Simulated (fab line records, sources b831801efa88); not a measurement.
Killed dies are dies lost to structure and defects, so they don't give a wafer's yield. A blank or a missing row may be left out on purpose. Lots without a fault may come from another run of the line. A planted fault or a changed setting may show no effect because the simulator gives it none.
Split-lot experiment | flow sfq_line | 5 lots, 23 wafers read, on a route of 325 steps

THE SPLIT
At SFQ_TRILAYER_M3_LITHO_COAT_075 (resist thk 600 nm), the setting resist_thk_nm was moved away from the recipe's 600 nm on 10 of the 23 wafers read, by -5.0% to +5.6%. The other wafers ran this setting at the recipe's value.

The reading is taken at the split's own step.

THE READING
KrF_of_TRILAYER_M3_LITHO_COAT_075.thk_nm (the simulator's own value, which no gauge read), in nm, at SFQ_TRILAYER_M3_LITHO_COAT_075 (resist thk 600 nm). The file gives no usual value for it. The 13 wafers here that ran the recipe average 600.3 nm, standard deviation 1.5 nm.

wafer  | tool, chamber at the split | resist_thk_nm as run, nm | against the recipe | KrF_of_TRILAYER_M3_LITHO_COAT_075.thk_nm, nm | against lot-mates on the recipe
L074.2 | litho_track-02, 0          | 600                      | recipe             | 598.5                                        | -
L074.4 | litho_track-02, 0          | 600                      | recipe             | 597.9                                        | -
L074.5 | litho_track-02, 0          | 600                      | recipe             | 599.8                                        | -
L076.2 | litho_track-04, 0          | 600                      | recipe             | 600.2                                        | -
L076.3 | litho_track-04, 0          | 576.8                    | -3.9%              | 575.5                                        | -23.7
L076.4 | litho_track-04, 0          | 576.8                    | -3.9%              | 576.5                                        | -22.7
L076.5 | litho_track-04, 0          | 600                      | recipe             | 598.9                                        | -
L076.6 | litho_track-04, 0          | 600                      | recipe             | 598.5                                        | -
L078.1 | litho_track-02, 0          | 570.2                    | -5.0%              | 570.9                                        | -29.8
L078.2 | litho_track-02, 0          | 570.2                    | -5.0%              | 570.6                                        | -30.1
L078.3 | litho_track-02, 0          | 600                      | recipe             | 600.1                                        | -
L078.4 | litho_track-02, 0          | 570.2                    | -5.0%              | 570.5                                        | -30.2
L078.5 | litho_track-02, 0          | 600                      | recipe             | 601.3                                        | -
L080.2 | litho_track-04, 0          | 611.3                    | +1.9%              | 612.2                                        | +11.1
L080.3 | litho_track-04, 0          | 600                      | recipe             | 601.2                                        | -
L080.4 | litho_track-04, 0          | 611.3                    | +1.9%              | 611.8                                        | +10.7
L080.5 | litho_track-04, 0          | 600                      | recipe             | 601                                          | -
L080.6 | litho_track-04, 0          | 611.3                    | +1.9%              | 613.1                                        | +12.0
L083.1 | litho_track-02, 0          | 633.8                    | +5.6%              | 635.5                                        | +33.4
L083.3 | litho_track-02, 0          | 633.8                    | +5.6%              | 634.7                                        | +32.6
L083.4 | litho_track-02, 0          | 600                      | recipe             | 602.7                                        | -
L083.5 | litho_track-02, 0          | 600                      | recipe             | 602.1                                        | -
L083.6 | litho_track-02, 0          | 600                      | recipe             | 601.6                                        | -

THE FIT
A straight line over all 23 wafers: KrF_of_TRILAYER_M3_LITHO_COAT_075.thk_nm changes by +6.13 nm for each +1% of resist_thk_nm; r = +1.00; the points scatter about the line by 1.2 nm.
The same after taking each lot's own level away (the mean of its wafers on the recipe; 23 wafers): +5.96 nm for each +1%; r = +1.00; scatter 0.6 nm.
On that fit, the largest move of resist_thk_nm shifts the reading by 34 nm.
The lots' own levels span 598.73 to 602.13 nm, that is 2.3 times the standard deviation above.
So the lot-to-lot level changes the slope little: the two slopes agree.
Check: with one of the wafers moved furthest among these (+5.6%) left out of the fit, the line predicts +33.5 nm for it against its lot-mates. It came out at +33.4 nm against them.

OTHER SPLITS ON THESE WAFERS
These wafers also went through other splits before the reading. Each is held against what the fit with the lots' levels taken away leaves over:
other split on the same wafers                    | wafers away from the commonest value | r with KrF_of_TRILAYER_M3_LITHO_COAT_075.thk_nm (lot level and that fit taken away)
SFQ_TRILAYER_M1_LITHO_EXPOSE_040 dose_mj          | 10                                   | -0.08
SFQ_TRILAYER_I1_CMP_CMP_046 leave_above_ref_nm    | 8                                    | +0.18
SFQ_TRILAYER_I1_VIA_LITHO_COAT_049 resist_thk_nm  | 9                                    | +0.09
SFQ_TRILAYER_I1_VIA_BARC_OPEN_VIA_ETCH_071 bias_w | 10                                   | +0.26
SFQ_TRILAYER_M2_LITHO_COAT_062 resist_thk_nm      | 11                                   | -0.14
SFQ_TRILAYER_M2_ETCH_METAL_ETCH_060 icp_w         | 6                                    | -0.11
SFQ_TRILAYER_I2_VIA_LITHO_COAT_067 spin_rpm       | 7                                    | -0.14

THE FILE'S OWN FIT
KrF_of_TRILAYER_M3_LITHO_COAT_075.thk_nm changes by +5.96 nm for each +1% of resist_thk_nm, r = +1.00.
